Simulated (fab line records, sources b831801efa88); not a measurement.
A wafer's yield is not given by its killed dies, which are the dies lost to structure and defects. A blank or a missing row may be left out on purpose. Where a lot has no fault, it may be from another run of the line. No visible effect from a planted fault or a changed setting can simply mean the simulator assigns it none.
Problem report, 8D (eight disciplines) form, completed by code	flow gf180mcu	the parts of the form that need people (team, actions taken, sign-off) are left out

== 1. PROBLEM STATEMENT ==
Across 6 wafers from 2 lots, MVSD_RS at GF_VT_IMPLANT_RS_MEAS_46 averages 489.7 ohm/sq, while fault-free wafers read 456.6 ohm/sq with a standard deviation of 1. That is +33 standard deviations from the usual mean.
The step: measures by four-point-probe.
First observed at day 11 12:26: wafer L372.1, on film-metro-03. Wafers with a number at this step in the record: 36, from 12 lots. Rule for "out", or "out of limits": more than 4 standard deviations from the usual mean. Any other wafer with a number is counted as sound.

== 2. WHAT IT IS; WHAT IT IS NOT ==
question	is	is not
which readings at this step	MVSD_RS	-
which lots	L372, L373	L360, L361, L362, L364, L365, L369, L370, L374, L377, L381
which wafers of those lots	all that have a number	-
read on which gauges	film-metro-03, film-metro-04	film-metro-02
when	from day 11 12:26	up to then (21 sound wafers); but 9 sound wafers of L374, L377, L381 came after

== 3. SUSPECTS, AND WHAT RULES EACH OUT ==
Counting: a tool stays on the suspect list if, at a process step up to the reading, it processed all lots that are out and no sound lot following the first of them.
- ruled out: the gauge at GF_VT_IMPLANT_RS_MEAS_46. Those wafers that are out were read across 2 gauges (film-metro-03, film-metro-04).
- implanter-01 at GF_MVSD_IMPLANT_09: kept. All lots that are out passed through it, beginning with L372 at day 7 20:08, and no sound lot followed; its final sound lot before that point was L370 at day 7 06:13. Out on those wafers are its own readings of dose-ions-cm2, faraday-current-uA.
Left after counting: implanter-01 at GF_MVSD_IMPLANT_09.

== 4. THE CAUSE (what the simulator had put in) ==
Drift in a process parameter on implanter-01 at GF_MVSD_IMPLANT_09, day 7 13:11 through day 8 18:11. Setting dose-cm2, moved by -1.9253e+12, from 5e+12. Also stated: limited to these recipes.
The count eliminated every tool but this one.

== 5. THE EFFECT CHAIN, in route order ==
Each row: a reading where the mean over the struck wafers with a number is more than 3 standard deviations away from the usual. Readings are gone through only where the record gives a usual standard deviation; hours: the median, over the lots, of the time from a lot's start at the first step in this table giving one to that lot's start at this step; sigmas: the change measured in usual standard deviations.
hours	step	reading	usual	on struck wafers	change	sigmas
0	GF_MVSD_IMPLANT_09	dose-ions-cm2	5e+12	3e+12	-2e+12	-99 or more
0	GF_MVSD_IMPLANT_09	faraday-current-uA	28.2	17.2	-10.9	-19
89	GF_VT_IMPLANT_RS_MEAS_46	MVSD_RS	456.6 ohm/sq	489.7	+33.1	+33
It contains these process steps:
- GF_MVSD_IMPLANT_09
At these later measuring or inspecting steps, every struck wafer for which the step has a row has a number for every such reading, and none has moved that far: GF_VT_IMPLANT_RS_MEAS_47, GF_POLY_GATE_THK_MEAS_01.

== 6. WHAT WOULD HAVE CAUGHT IT SOONER ==
Counted from the fault's start at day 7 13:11, it took 95 hours until the first out-of-limits reading at a measuring or inspecting step in this record, taken at day 11 12:26.
Tool's own readings at GF_MVSD_IMPLANT_09, dose-ions-cm2, faraday-current-uA: out on all struck wafers the step has rows for; an alarm limit on them would have tripped on the first.
Lots out: 2; all had begun GF_MVSD_IMPLANT_09 on implanter-01 by day 11 12:26. Had the tool been put on hold then, not one of them would have been saved.
